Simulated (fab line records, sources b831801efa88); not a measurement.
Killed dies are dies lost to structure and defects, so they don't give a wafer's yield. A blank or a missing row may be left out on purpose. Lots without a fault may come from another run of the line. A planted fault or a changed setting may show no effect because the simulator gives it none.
fab line records | flow sky130
record lots=6 wafers=18 last_day=50
route steps=708 shown FIELD_ISO@1 PAD_OPEN@708
lots that met no fault: from a run of the same line without faults
start_h: hours from the record's first day to the start of the lot's first wafer shown | wait_h: hours since the lot's step before | " the same as in the row above | L1.1+2: a row that stands for several wafers | - no value, or no start given | * or withheld: withheld | < > ~ a bound
route shown NAME@n: a module of which the file shows steps, and the number in the route of the first | usual: mean/standard deviation of fault-free wafers | same: alike in all rows | chamber/n: place in a boat | sites: the reading at each site | _std_site: their standard deviation | _edge_site: outer sites' mean less inner sites' | radius_mm: how far each site lies from the wafer's centre | mask NAME#n: copy n | behind: the tool/chamber that last shaped the wafer | hold: why the lot was held/for how many hours/how that ended | device: the transistor (n, p or np) that didn't switch | end of line: the same wafers' tests at the end of the route | a step without rows: its recipe alone | killed: dies lost to structure and defects at the first sort, not the wafer's yield | map: a wafer's dies, x killed, . not, _ none there
set.NAME: the setting as run; set.NAME@STEP: as run at that earlier step | model.NAME: the simulator's own value behind a step, which no gauge read
lots at some steps of the route; a table a step, a row a wafer
services: from which hour (start_h, from the record's first day; less than 0 if before it) a tool's chamber was out of use, for how many hours, and why
## steps
# step SKY_FIELD_ISO_BOW_MEAS_00
# recipe mode=bow
# usual INCOMING_BOW=1/6.2
# columns lot.wafer tool chamber start_h wait_h INCOMING_BOW[um]
L809.1 film_metro-03 - 30.00 - 3
L809.2 " - " " -2
L809.3 " - " " 8
L811.2 film_metro-02 - 40.02 - -1
L811.4 " - " " -4
L811.5 " - " " 7
L812.1 film_metro-03 - 45.00 - 0
L812.4 " - " " -2
L812.6 " - " " -7
L816.3 film_metro-02 - 65.04 - 4
L816.4 " - " " -2
L816.6 " - " " -13
L823.1 film_metro-03 - 100.00 - -3
L823.2 " - " " 11
L823.6 " - " " -2
L826.3 film_metro-02 - 115.04 - -2
L826.4 " - " " 4
L826.6 " - " " -1
# step SKY_FIELD_ISO_OXIDATION_01
# recipe temp_c=900 ambient=O2 stabilise_s=600 purge_s=300 target_thk_a=120 ox_time_s=1843
# usual zone_power_lower_pct=18.2/2.1
# same ox_time_s=1843
# columns lot.wafer tool chamber start_h wait_h zone_power_lower_pct
L809.1 furnace-02 0 33.92 3.9 19.9
L809.2 " 0 " " 20.6
L809.3 " 0 " " 20.2
L811.2 furnace-01 0 42.46 2.4 16.3
L811.4 " 0 " " 16.0
L811.5 " 0 " " 16.4
L812.1 furnace-01 0 48.25 3.2 16.2
L812.4 " 0 " " 16.2
L812.6 " 0 " " 16.0
L816.3 furnace-02 0 65.42 0.4 20.2
L816.4 " 0 " " 20.5
L816.6 " 0 " " 20.7
L823.1 furnace-02 0 100.86 0.8 20.3
L823.2 " 0 " " 20.6
L823.6 " 0 " " 20.6
L826.3 furnace-02 0 116.57 1.5 20.4
L826.4 " 0 " " 20.4
L826.6 " 0 " " 20.4
# step SKY_FIELD_ISO_THK_MEAS_02
# recipe reads=SiO2_of_FIELD_ISO_OXIDATION_01
# usual FIELD_ISO_OXIDATION_00_THK=12.11/0.18
# columns lot.wafer tool chamber start_h wait_h FIELD_ISO_OXIDATION_00_THK[nm]
L809.1 film_metro-03 - 35.43 0.0 12.22
L809.2 " - " " 12.25
L809.3 " - " " 12.66
L811.2 film_metro-03 - 43.98 0.0 11.71
L811.4 " - " " 12.17
L811.5 " - " " 11.90
L812.1 film_metro-02 - 49.76 0.0 12.26
L812.4 " - " " 12.12
L812.6 " - " " 12.25
L816.3 film_metro-02 - 66.95 0.0 12.31
L816.4 " - " " 12.30
L816.6 " - " " 12.24
L823.1 film_metro-03 - 102.37 0.0 12.29
L823.2 " - " " 12.26
L823.6 " - " " 12.24
L826.3 film_metro-03 - 118.10 0.0 11.91
L826.4 " - " " 12.15
L826.6 " - " " 12.20
# step SKY_FIELD_ISO_CVD_03
# recipe material=Si3N4 precursor=DCS/NH3 target_thk_nm=165 temp_c=770 time_s=2830 pressure_mtorr=250
# step SKY_FIELD_ISO_THK_MEAS_04
# recipe reads=Si3N4_of_FIELD_ISO_CVD_03
# usual FIELD_ISO_CVD_03_THK=165.4/1.6
# columns lot.wafer tool chamber start_h wait_h FIELD_ISO_CVD_03_THK[nm]
L809.1 film_metro-04 - 37.95 0.0 162.8
L809.2 " - " " 162.5
L809.3 " - " " 162.7
L811.2 film_metro-03 - 47.74 0.0 165.7
L811.4 " - " " 165.7
L811.5 " - " " 165.3
L812.1 film_metro-03 - 51.61 0.0 164.2
L812.4 " - " " 164.2
L812.6 " - " " 163.2
L816.3 film_metro-03 - 69.71 0.2 165.4
L816.4 " - " " 164.6
L816.6 " - " " 164.0
L823.1 film_metro-02 - 107.24 0.0 167.3
L823.2 " - " " 167.8
L823.6 " - " " 166.6
L826.3 film_metro-03 - 122.75 0.0 166.0
L826.4 " - " " 166.2
L826.6 " - " " 166.9
# step SKY_FIELD_ISO_DEHYDRATE_05
# recipe temp_c=200 time_s=60
# step SKY_FIELD_ISO_HMDS_06
# recipe prime_time_s=60 prime_temp_c=120
# step SKY_FIELD_ISO_COAT_07
# recipe resist=BARC temp_c=withheld time_s=withheld spin_rpm=3000 resist_thk_nm=60
# step SKY_FIELD_ISO_COAT_08
# recipe resist=KrF-thick spin_rpm=3000 resist_thk_nm=450
# step SKY_FIELD_ISO_SOFTBAKE_09
# recipe temp_c=100 time_s=90 resist=KrF-thick
# step SKY_FIELD_ISO_EXPOSE_10
# recipe mask_id=FOM na=0.68 source_shape=annular sigma_inner=0.4 sigma_outer=0.8 target_cd_nm=150 dose_mj=28
# step SKY_FIELD_ISO_PEB_11
# recipe peb_temp_c=withheld peb_time_s=withheld resist=KrF-thick
# step SKY_FIELD_ISO_DEVELOP_12
# recipe develop_time_s=60 resist=KrF-thick dev_temp_c=21
# step SKY_FIELD_ISO_CD_MEAS_13
# recipe target_cd_nm=150
# usual cd_nm=150.4/1.6
# columns lot.wafer tool chamber start_h wait_h cd_nm
L809.1 cd_sem-02 - 52.07 - 149.1
L809.2 " - " " 148.5
L809.3 " - " " 148.5
L811.2 cd_sem-02 - 63.33 - 153.0
L811.4 " - " " 152.0
L811.5 " - " " 152.0
L812.1 cd_sem-01 - 66.67 - 150.2
L812.4 " - " " 149.3
L812.6 " - " " 151.2
L816.3 cd_sem-02 - 86.05 - 148.8
L816.4 " - " " 148.5
L816.6 " - " " 147.4
L823.1 cd_sem-01 - 125.02 - 153.2
L823.2 " - " " 153.8
L823.6 " - " " 152.5
L826.3 cd_sem-01 - 141.70 - 151.8
L826.4 " - " " 149.9
L826.6 " - " " 149.0
# step SKY_FIELD_ISO_ETCH_14
# recipe chemistry=N2/H2 target=BARC ion_energy_ev=200 source_w=500 bias_w=100 pressure_mtorr=30 n2_flow_sccm=100 h2_flow_sccm=200 stop_on=SiO2 time_s=45.9 target_depth_a=600
# usual drypump_motor_current_A=5.9/0.42 oes_product_au=0.854/0.0044 throttle_valve_pct=13.225/0.0097
# columns lot.wafer tool chamber start_h wait_h drypump_motor_current_A oes_product_au rf_hours_counter_h throttle_valve_pct
L809.1 rie_diel-02 2 52.19 0.1 5.9 0.855 27 13.238
L809.2 " 3 " " 6.5 0.849 3 13.216
L809.3 " 1 " " 5.0 0.858 53 13.212
L811.2 rie_diel-04 3 63.43 0.1 6.3 0.860 114 13.221
L811.4 " 0 " " 5.9 0.851 165 13.226
L811.5 " 2 " " 6.2 0.849 - 13.227
L812.1 rie_diel-02 3 66.79 0.1 6.5 0.854 3 13.218
L812.4 " 2 " " 5.9 0.856 28 13.210
L812.6 " 2 " " 5.9 0.861 - 13.218
L816.3 rie_diel-01 1 86.13 0.1 5.7 0.857 114 13.212
L816.4 " 0 " " 6.4 0.857 150 13.229
L816.6 " 2 " " 5.7 0.856 - 13.235
L823.1 rie_diel-01 1 125.14 0.1 5.7 0.854 114 13.228
L823.2 " 2 " " 5.7 0.859 75 13.224
L823.6 " 0 " " 6.4 0.852 - 13.223
L826.3 rie_diel-01 3 141.78 0.1 5.4 0.862 127 13.229
L826.4 " 1 " " 5.7 0.855 115 13.238
L826.6 " 0 " " 6.4 0.853 - 13.240
# step SKY_FIELD_ISO_ETCH_15
# recipe chemistry=CHF3/O2 target_depth_nm=180 stop_on=Si source_w=600 bias_w=200 pressure_mtorr=40 chf3_flow_sccm=50 O2_flow_sccm=5 time_s=72
# usual drypump_motor_current_A=5.9/0.42 oes_product_au=0.948/0.0072 throttle_valve_pct=8.845/0.01
# columns lot.wafer tool chamber start_h wait_h drypump_motor_current_A oes_product_au rf_hours_counter_h throttle_valve_pct
L809.1 rie_diel-02 2 52.23 0.0 5.9 0.944 27 8.847
L809.2 " 3 " " 6.6 0.942 3 8.839
L809.3 " 1 " " 5.0 0.942 53 8.847
L811.2 rie_diel-04 3 63.47 0.0 6.3 0.948 114 8.819
L811.4 " 0 " " 5.9 0.957 165 8.850
L811.5 " 2 " " 6.3 0.950 - 8.855
L812.1 rie_diel-02 3 66.83 0.0 6.5 0.940 3 8.840
L812.4 " 2 " " 5.9 0.940 28 8.842
L812.6 " 2 " " 5.9 0.943 - 8.854
L816.3 rie_diel-01 1 86.17 0.0 5.7 0.937 114 8.861
L816.4 " 0 " " 6.4 0.948 150 8.835
L816.6 " 2 " " 5.6 0.942 - 8.843
L823.1 rie_diel-01 1 125.18 0.0 5.7 0.953 114 8.862
L823.2 " 2 " " 5.7 0.950 75 8.844
L823.6 " 0 " " 6.4 0.961 - 8.854
L826.3 rie_diel-01 3 141.82 0.0 5.4 0.945 127 8.856
L826.4 " 1 " " 5.7 0.952 115 8.851
L826.6 " 0 " " 6.3 0.954 - 8.822
# step SKY_FIELD_ISO_STRIP_16
# recipe chemistry=O2/N2 power_w=1400 pressure_mtorr=1500 platen_temp_c=withheld o2_flow_sccm=3000 n2_flow_sccm=300 overash_fraction=0.5
# usual drypump_motor_current_A=5.6/0.45 o2_flow_sccm=3000/8.2 oes_product_au=0.378/0.0048 strip_time_to_endpoint_s=3.540/0.026
# columns lot.wafer tool chamber start_h wait_h drypump_motor_current_A o2_flow_sccm oes_product_au rf_hours_counter_h strip_time_to_endpoint_s
L809.1 plasma_asher-03 0 52.29 0.0 5.4 3013 0.372 24 3.528
L809.2 " 1 " " 5.9 3013 0.384 24 3.570
L809.3 " 1 " " 6.0 3004 0.370 - 3.544
L811.2 plasma_asher-01 0 63.53 0.0 5.5 3004 0.377 37 3.518
L811.4 " 0 " " 5.5 3005 0.382 - 3.500
L811.5 " 0 " " 5.5 3000 0.379 - 3.461
L812.1 plasma_asher-02 0 66.89 0.0 6.0 3003 0.380 37 3.508
L812.4 " 1 " " 5.0 2981 0.372 - 3.544
L812.6 " 1 " " 5.0 2994 0.377 - 3.512
L816.3 plasma_asher-02 0 86.26 0.1 6.0 3001 0.384 - 3.545
L816.4 " 1 " " 4.9 2994 0.371 - 3.529
L816.6 " 1 " " 5.0 2988 0.382 - 3.542
L823.1 plasma_asher-02 1 125.24 0.0 4.9 3015 0.390 1 3.540
L823.2 " 0 " " 6.0 2998 0.371 1 3.516
L823.6 " 0 " " 6.0 3004 0.375 - 3.515
L826.3 plasma_asher-03 0 141.91 0.1 5.5 2990 0.373 - 3.543
L826.4 " 1 " " 5.9 2999 0.383 - 3.589
L826.6 " 0 " " 5.5 2987 0.370 - 3.526
# step SKY_FIELD_ISO_ETCH_17
# recipe target_depth_a=3420 mask_material=Si3N4 chemistry=HBr/Cl2/O2 target=Si taper_deg=5 icp_w=600 bias_w=150 pressure_mtorr=15 HBr_flow_sccm=150 Cl2_flow_sccm=40 O2_flow_sccm=6 time_s=97.7
# usual drypump_motor_current_A=5.8/0.36 mfc_cl2_sccm=40.02/0.13 oes_product_au=0.999/0.0076 throttle_valve_pct=25.656/0.0094
# columns lot.wafer tool chamber start_h wait_h drypump_motor_current_A mfc_cl2_sccm oes_product_au rf_hours_counter_h throttle_valve_pct
L809.1 rie_si-02 0 52.39 0.1 6.0 40.24 0.990 3 25.658
L809.2 " 2 " " 5.5 39.89 1.006 90 25.649
L809.3 " 1 " " 6.4 39.93 1.001 135 25.667
L811.2 rie_si-02 1 63.63 0.1 6.3 39.95 0.992 135 25.662
L811.4 " 0 " " 6.0 40.09 1.000 3 25.657
L811.5 " 0 " " 6.0 40.04 0.995 - 25.658
L812.1 rie_si-01 1 66.99 0.1 5.9 40.18 0.997 100 25.635
L812.4 " 2 " " 5.6 39.99 0.990 60 25.671
L812.6 " 2 " " 5.6 40.04 1.002 - 25.664
L816.3 rie_si-01 0 86.33 0.0 6.1 40.12 1.002 91 25.650
L816.4 " 2 " " 5.6 40.04 1.013 60 25.650
L816.6 " 3 " " 6.1 40.24 0.996 - 25.651
L823.1 rie_si-01 3 125.34 0.1 6.1 39.86 0.988 116 25.656
L823.2 " 2 " " 5.6 40.11 0.996 61 25.652
L823.6 " 1 " " 5.9 40.05 1.002 - 25.648
L826.3 rie_si-01 0 141.98 0.0 6.1 39.77 0.987 92 25.669
L826.4 " 1 " " 5.9 40.13 0.997 101 25.664
L826.6 " 1 " " 5.9 40.04 1.000 - 25.652
# step SKY_FIELD_ISO_WET_ETCH_18
# recipe chemistry=H3PO4 target_depth_nm=25 temp_c=160 target=Si3N4 time_s=286
# step SKY_FIELD_ISO_CLEAN_19
# recipe chemistry=SC1/SC2 mix=1:4:20 temp_c=70 time_s=150
# step SKY_FIELD_ISO_CLEAN_20
# recipe chemistry=dHF time_s=20 dilution=100:1
# step SKY_FIELD_ISO_WET_ETCH_21
# recipe chemistry=dHF dilution=100:1 target_depth_nm=20 dry=ipa_marangoni target=SiO2 temp_c=25 time_s=400
# step SKY_FIELD_ISO_OXIDATION_22
# recipe temp_c=950 ambient=O2 stabilise_s=600 purge_s=300 target_thk_a=100 ox_time_s=623
# step SKY_FIELD_ISO_THK_MEAS_23
# recipe reads=SiO2_of_FIELD_ISO_OXIDATION_22
# usual FIELD_ISO_OXIDATION_01_THK=10.06/0.2
# columns lot.wafer tool chamber start_h wait_h FIELD_ISO_OXIDATION_01_THK[nm]
L809.1 film_metro-04 - 55.79 0.0 10.14
L809.2 " - " " 10.21
L809.3 " - " " 10.16
L811.2 film_metro-02 - 65.43 0.0 9.85
L811.4 " - " " 9.72
L811.5 " - " " 9.76
L812.1 film_metro-02 - 69.23 0.0 10.12
L812.4 " - " " 10.00
L812.6 " - " " 10.04
L816.3 film_metro-04 - 90.44 0.0 10.09
L816.4 " - " " 10.04
L816.6 " - " " 9.98
L823.1 film_metro-02 - 127.81 0.0 9.66
L823.2 " - " " 9.99
L823.6 " - " " 9.92
L826.3 film_metro-03 - 144.18 0.1 10.09
L826.4 " - " " 10.11
L826.6 " - " " 10.21
# step SKY_FIELD_ISO_CVD_24
# recipe material=SiO2 target_thk_nm=595 temp_c=650 sigma_open_frac=0.3 time_s=99.2 sih4_flow_sccm=60 pressure_mtorr=6
# step SKY_FIELD_ISO_THK_MEAS_25
# recipe reads=SiO2_of_FIELD_ISO_CVD_24
# usual FIELD_ISO_CVD_24_THK=596/5.3
# columns lot.wafer tool chamber start_h wait_h FIELD_ISO_CVD_24_THK[nm]
L809.1 film_metro-03 - 55.92 0.0 603
L809.2 " - " " 601
L809.3 " - " " 598
L811.2 film_metro-04 - 65.56 0.0 590
L811.4 " - " " 594
L811.5 " - " " 594
L812.1 film_metro-02 - 69.36 0.0 586
L812.4 " - " " 588
L812.6 " - " " 590
L816.3 film_metro-03 - 90.57 0.1 596
L816.4 " - " " 596
L816.6 " - " " 601
L823.1 film_metro-04 - 127.94 0.0 595
L823.2 " - " " 598
L823.6 " - " " 603
L826.3 film_metro-02 - 144.31 0.1 600
L826.4 " - " " 595
L826.6 " - " " 597
# step SKY_FIELD_ISO_ANNEAL_26
# recipe temp_c=1000 time_s=1800 ambient=N2
# step SKY_FIELD_ISO_CMP_27
# recipe stop_on=Si3N4 t_overpolish_s=16 down_force_psi=4 platen_rpm=60 target_thk_nm=457.8 pad_velocity_m_s=0.94248
# usual motor_current_A=11.5/1.3 overpolish_run_s=16.000/0.0088 time_to_endpoint_s=115.1/2.9
# columns lot.wafer tool chamber start_h wait_h motor_current_A overpolish_run_s time_to_endpoint_s
L809.2 cmp-02 1 58.12 0.0 9.6 15.997 112.1
L809.1 " 2 " " 12.0 16.003 116.0
L809.3 " 0 " " 12.0 16.005 116.0
L811.4 cmp-02 1 68.43 0.0 9.7 15.984 116.9
L811.2 " 2 " " 11.7 15.991 112.1
L811.5 " 2 " " 11.7 16.008 115.6
L812.1 cmp-02 0 71.46 0.0 12.8 15.996 114.8
L812.4 " 3 " " 13.5 16.003 116.0
L812.6 " 0 " " 12.7 15.997 115.2
L816.3 cmp-02 3 92.68 0.1 12.3 16.004 115.7
L816.4 " 0 " " 13.5 16.006 113.2
L816.6 " 2 " " 12.2 16.002 113.4
L823.1 cmp-01 2 129.60 0.1 13.3 16.012 118.4
L823.2 " 3 " " 10.7 16.006 124.5
L823.6 " 0 " " 9.8 16.004 122.5
L826.3 cmp-01 1 147.29 0.2 11.6 15.992 116.0
L826.4 " 3 " " 11.3 15.994 114.3
L826.6 " 1 " " 11.1 15.975 114.4
# step SKY_FIELD_ISO_WET_ETCH_28
# recipe chemistry=dHF target_depth_nm=23.7 target=SiO2 dilution=10:1 temp_c=25 time_s=47
# step SKY_FIELD_ISO_WET_ETCH_29
# recipe chemistry=H3PO4 target_depth_nm=160 target=Si3N4 temp_c=160 time_s=1825
# step SKY_FIELD_ISO_WET_ETCH_30
# recipe chemistry=dHF target_depth_nm=25 target=SiO2 dilution=10:1 temp_c=25 time_s=50
# step SKY_PAD_OPEN_PROBE_99
# usual killed_at_M0_to_M3=44/6.9 killed_at_M4_up=3.1/1.7 killed_at_contacts=25/5.6 killed_at_front_end=14/4.3 killed_at_other=0.3/0.51 killed_dies=86/9.8 killed_on_rim=17/3.8 killed_open=47/6.5 killed_short=39/6.6
# same gross_dies=492 killed_at_back_side=0
# columns lot.wafer tool chamber start_h wait_h killed_at_M0_to_M3 killed_at_M4_up killed_at_contacts killed_at_front_end killed_at_other killed_dies killed_on_rim killed_open killed_short
L811.2 prober-02 - 1128.69 0.1 53 5 27 13 0 98 14 55 43
L811.4 prober-02 - 1128.79 0.2 55 4 22 12 0 93 22 46 47
L811.5 prober-02 - 1128.84 0.2 45 4 26 14 0 89 16 50 39
L812.1 prober-01 - 1131.44 0.1 37 5 21 16 0 79 16 45 34
L812.4 prober-01 - 1131.59 0.2 44 2 22 17 0 85 18 44 41
L812.6 prober-01 - 1131.69 0.2 56 3 21 19 0 99 13 50 49
L816.3 prober-01 - 1156.84 0.2 44 3 18 24 0 89 16 55 34
L816.4 prober-01 - 1156.89 0.2 46 6 28 17 0 97 24 54 43
L816.6 prober-01 - 1156.99 0.2 44 4 19 9 0 76 14 42 34
L826.3 prober-01 - 1205.95 0.2 37 4 23 115 0 179 34 41 33
L826.4 prober-01 - 1206.00 0.2 34 4 18 130 0 186 41 37 34
L826.6 prober-01 - 1206.10 0.2 35 1 19 127 0 182 39 33 39
L823.1 prober-02 - 1211.50 0.1 30 4 28 124 0 186 42 45 25
L823.2 prober-02 - 1211.55 0.1 42 4 16 119 0 181 25 44 26
L823.6 prober-02 - 1211.75 0.2 23 5 15 122 1 166 28 24 29
# killed by level:class
L811.2 VIA1:geometric_particle:open=18 CONTACT:geometric_particle:open=13 METAL1:geometric_particle:short=9 CONTACT:geometric_particle:short=8 METAL2:geometric_particle:short=6 VIA2:geometric_particle:open=6 VIA3:geometric_particle:open=4 METAL4:geometric_particle:short=4
L811.4 VIA1:geometric_particle:open=16 METAL1:geometric_particle:short=7 VIA2:geometric_particle:short=6 FIELD_ISO:geometric_particle:short=5 LI_CONTACT:geometric_particle:short=5 METAL1:geometric_particle:open=4 LOCAL_INTERCONNECT:geometric_particle:short=4 CONTACT:geometric_particle:short=4
L811.5 CONTACT:geometric_particle:open=9 LI_CONTACT:geometric_particle:open=8 VIA2:geometric_particle:open=8 VIA1:geometric_particle:open=6 METAL2:geometric_particle:short=6 POLY_GATE:geometric_particle:short=5 CONTACT:geometric_particle:short=5 METAL3:geometric_particle:short=5
L812.1 CONTACT:geometric_particle:open=10 VIA1:geometric_particle:open=9 METAL2:geometric_particle:short=6 LI_CONTACT:geometric_particle:open=5 CONTACT:geometric_particle:short=5 FIELD_ISO:geometric_particle:open=4 VIA3:geometric_particle:open=4 METAL4:geometric_particle:short=4
L812.4 VIA1:geometric_particle:open=11 CONTACT:geometric_particle:short=8 CONTACT:geometric_particle:open=7 VIA1:geometric_particle:short=7 LI_CONTACT:geometric_particle:open=6 FIELD_ISO:geometric_particle:short=5 METAL2:geometric_particle:short=5 FIELD_ISO:geometric_particle:open=4
L812.6 VIA1:geometric_particle:open=11 METAL2:geometric_particle:short=8 CONTACT:geometric_particle:open=8 VIA2:geometric_particle:open=8 POLY_GATE:geometric_particle:short=6 VIA1:geometric_particle:short=6 METAL1:geometric_particle:short=5 VIA3:geometric_particle:open=5
L816.3 VIA1:geometric_particle:open=13 POLY_GATE:geometric_particle:open=9 CONTACT:geometric_particle:open=8 VIA3:geometric_particle:open=7 VIA2:geometric_particle:open=6 POLY_GATE:geometric_particle:short=5 FIELD_ISO:geometric_particle:open=4 LI_CONTACT:geometric_particle:open=4
L816.4 VIA1:geometric_particle:open=13 CONTACT:geometric_particle:short=9 VIA2:geometric_particle:open=9 LI_CONTACT:geometric_particle:open=8 CONTACT:geometric_particle:open=7 FIELD_ISO:geometric_particle:short=6 METAL1:geometric_particle:short=6 FIELD_ISO:geometric_particle:open=5
L816.6 VIA1:geometric_particle:open=12 CONTACT:geometric_particle:open=8 CONTACT:geometric_particle:short=6 VIA1:geometric_particle:short=6 METAL1:geometric_particle:short=5 METAL1:geometric_particle:open=5 FIELD_ISO:geometric_particle:open=4 VIA3:geometric_particle:open=4
L826.3 FIELD_ISO:unspecified=105 VIA2:geometric_particle:open=9 LI_CONTACT:geometric_particle:open=7 VIA3:geometric_particle:open=7 VIA1:geometric_particle:open=6 LOCAL_INTERCONNECT:geometric_particle:short=6 CONTACT:geometric_particle:short=6 CONTACT:geometric_particle:open=4
L826.4 FIELD_ISO:unspecified=115 VIA1:geometric_particle:open=9 CONTACT:geometric_particle:open=8 METAL2:geometric_particle:short=5 POLY_GATE:geometric_particle:short=4 LI_CONTACT:geometric_particle:open=4 LOCAL_INTERCONNECT:geometric_particle:short=4 METAL1:geometric_particle:short=4
L826.6 FIELD_ISO:unspecified=110 METAL1:geometric_particle:short=8 VIA2:geometric_particle:open=8 LI_CONTACT:geometric_particle:open=7 POLY_GATE:geometric_particle:short=6 VIA1:geometric_particle:open=6 FIELD_ISO:geometric_particle:short=5 METAL3:geometric_particle:short=5
L823.1 FIELD_ISO:unspecified=116 CONTACT:geometric_particle:open=12 VIA1:geometric_particle:open=8 LI_CONTACT:geometric_particle:open=7 VIA3:geometric_particle:open=7 METAL4:geometric_particle:short=4 LOCAL_INTERCONNECT:geometric_particle:short=3 CONTACT:geometric_particle:short=3
L823.2 FIELD_ISO:unspecified=111 VIA2:geometric_particle:open=11 CONTACT:geometric_particle:open=10 VIA3:geometric_particle:open=5 POLY_GATE:geometric_particle:open=4 VIA1:geometric_particle:short=4 VIA1:geometric_particle:open=4 VIA3:geometric_particle:short=3
L823.6 FIELD_ISO:unspecified=113 FIELD_ISO:geometric_particle:short=6 LI_CONTACT:geometric_particle:open=6 VIA3:geometric_particle:open=4 METAL4:geometric_particle:short=4 CONTACT:geometric_particle:open=3 METAL1:geometric_particle:short=3 VIA1:geometric_particle:open=3
# map L823.1 (x killed, . not)
__________xx..xxxxx._________
________...xx.x.xx...._______
______x..x.xxxx..x.x...x_____
_____..x.x.xxx....x.xxx..____
____.....x...xxxx.xxx..xx.___
___.x..x..x.......x..x.....__
__........xxxxx.x..x.xxxxx.._
_.x......x.........x..x....x.
_.x..xx....x.x..xxx...x...xxx
_..x.....x....x.x.....x..x...
_x....x....xx.x......xx...x.x
_.x.xxxxxxx...x.x..x....xx..x
_.xx.x........x....x.xx..x.xx
_x..xxxxxx.x..xx...x...xxxx..
_x.x............x.....x....xx
__x..x.xxxx..xx............x_
___.x..x.xxx.........x.xx.x__
____..x...xx......x.x.x...___
_____x.x...x..x.x.xx....x____
______xx...xx...x....xxx_____
________xxxxxx.....xx._______
__________x...xx...x_________
# map L826.4 (x killed, . not)
__________xx...xx..._________
________.x.......x..xx_______
______x....x.x.....xx.x._____
_____..x.x...x.x...x..x.x____
____.x.x........x.x...x.x.___
___xxx.xx.xxxxx.x.........x__
__x.xx..x.x..x.x.x.x.x..xx.._
_x...xxx......x...x...xx.x.xx
_xx.xx..x.xx..xx..xx..xxx..x.
_.x.xx....xx.x...x.x.........
_.xx..x.xxxx..........x.xx.xx
_...x.x.xx..x....x.....x.xx..
_xx......x..x..xx...x....x..x
_.xx.xxx....x..x.....xx.....x
_xx.x.x..x....xxxxx..xxx..x..
__.....x.x....x.xx..x..x...x_
___xxxx...x....xx...xx.x...__
____..x.xx....x.x....xxx..___
_____.....x........xx..x.____
______x.xx....x...xx..x._____
________.xxx......xx.._______
__________xxx..xx..._________
## services
# columns tool chamber start_h hours kind
rie_diel-02 - 17.65 0.5 repair
rie_diel-04 - 20.28 1.0 repair
rie_si-02 2 24.23 5.6 repair
rie_si-01 - 26.12 0.1 repair
furnace-02 - 46.09 2.9 pm
rie_diel-02 3 52.32 8.4 repair
cmp-02 - 64.00 4.0 pm
cmp-02 - 68.00 - consumable_replace:conditioner
cmp-02 - 68.00 - consumable_replace:pad
cmp-01 - 73.63 8.5 pm
rie_si-02 3 77.01 - clean
cmp-01 - 86.39 1.6 repair
rie_si-01 - 94.16 0.2 repair
rie_si-01 3 104.40 3.7 repair
rie_si-01 2 107.73 9.5 repair
plasma_asher-02 - 108.75 9.0 pm
plasma_asher-02 0 108.75 9.0 vent_cycle
plasma_asher-02 1 108.75 9.0 vent_cycle
furnace-02 - 110.06 5.1 pm
cmp-02 - 115.90 0.3 repair
plasma_asher-02 0 117.75 - clean
plasma_asher-02 1 117.75 - clean
furnace-02 - 131.46 14.1 repair
rie_diel-02 - 135.92 14.6 pm
## key
first_sign step=SKY_PAD_OPEN_PROBE_99 reading=killed_at_front_end direction=up sigmas=25 usual=14 struck=123
effect step=SKY_PAD_OPEN_PROBE_99 reading=killed_dies direction=up sigmas=9.6 usual=86 struck=180
met_at SKY_FIELD_ISO_OXIDATION_01
struck_wafers L823.1,L823.2,L823.6,L826.3,L826.4,L826.6
tester_left_out L823,L826
onset_between 65.42 100.86
also_fits time
fault kind=chamber_particle_source tool=furnace-02 chamber=- onset_h=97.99 steps=SKY_FIELD_ISO_OXIDATION_01 rate_per_visit_cm2=0.57105 end_h=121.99
# tester_left_out: of these lots the tester's yield and bins aren't shown, on N5 and GAA mostly nor the transistor test; their killed dies are dies lost to structure and defects alone, not to doping, threshold or leakage, so they don't give the yield
